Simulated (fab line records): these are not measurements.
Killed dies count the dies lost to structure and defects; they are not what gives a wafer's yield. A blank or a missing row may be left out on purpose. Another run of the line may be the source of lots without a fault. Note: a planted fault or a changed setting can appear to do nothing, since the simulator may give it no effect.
Which tool was responsible?	flow sky130	12 lots, 36 wafers sampled, at 1 step of a route of 708

== WHAT EACH GAUGE READ, for each wafer ==
SKY_SD_N_OVL_MEAS_08.
lot	measured	on	SD_N_OVL (nm)
L074	day 28 10:32	overlay-02	-1.3 -1.7 -1.7
L076	day 29 01:59	overlay-01	-4.0 -3.2 -5.5
L079	day 30 01:41	overlay-02	-2.7 -3.3 -2.9
L080	day 30 11:27	overlay-01	0.3 -1.3 -0.8
L083	day 31 04:26	overlay-02	-2.4 -1.7 -0.7
L085	day 31 15:18	overlay-02	-0.2 -0.7 -1.4
L087	day 32 11:38	overlay-01	-0.3 0.2 -1.9
L089	day 33 02:38	overlay-02	-1.3 -1.7 -2.3
L091	day 33 11:43	overlay-01	1.7 0.5 0.4
L093	day 34 00:08	overlay-02	-1.4 -2.8 -2.7
L095	day 34 11:09	overlay-01	-1.7 0.4 -2.7
L097	day 35 03:14	overlay-02	-1.2 -1.5 -1.0

== WHAT TOOL EACH LOT RAN ON (gives the tool, then ch and the chambers of the sampled wafers, and finally the start) ==
The record shows no process step preceding these readings.

== THE ANSWER, worked out from the rows above alone ==
Rule: what is usual is taken from the lots themselves. Put in order of their means at a reading, lots are off if they are a third of the lots or fewer, leave a main group of 4 or more, and stand apart from it by a gap of 3 or more times the standard deviation of the main group's means; of several such gaps the widest counts. A main group whose means are all the same, to the digits that the tables above print for the reading, isn't used. A lot without any number at a reading at which 4 lots or more have one is off too. The other lots that the step has rows for count as sound.
Nothing can be told from this: no lot is off at any reading shown.

== WHAT THE SIMULATOR PUT IN ==
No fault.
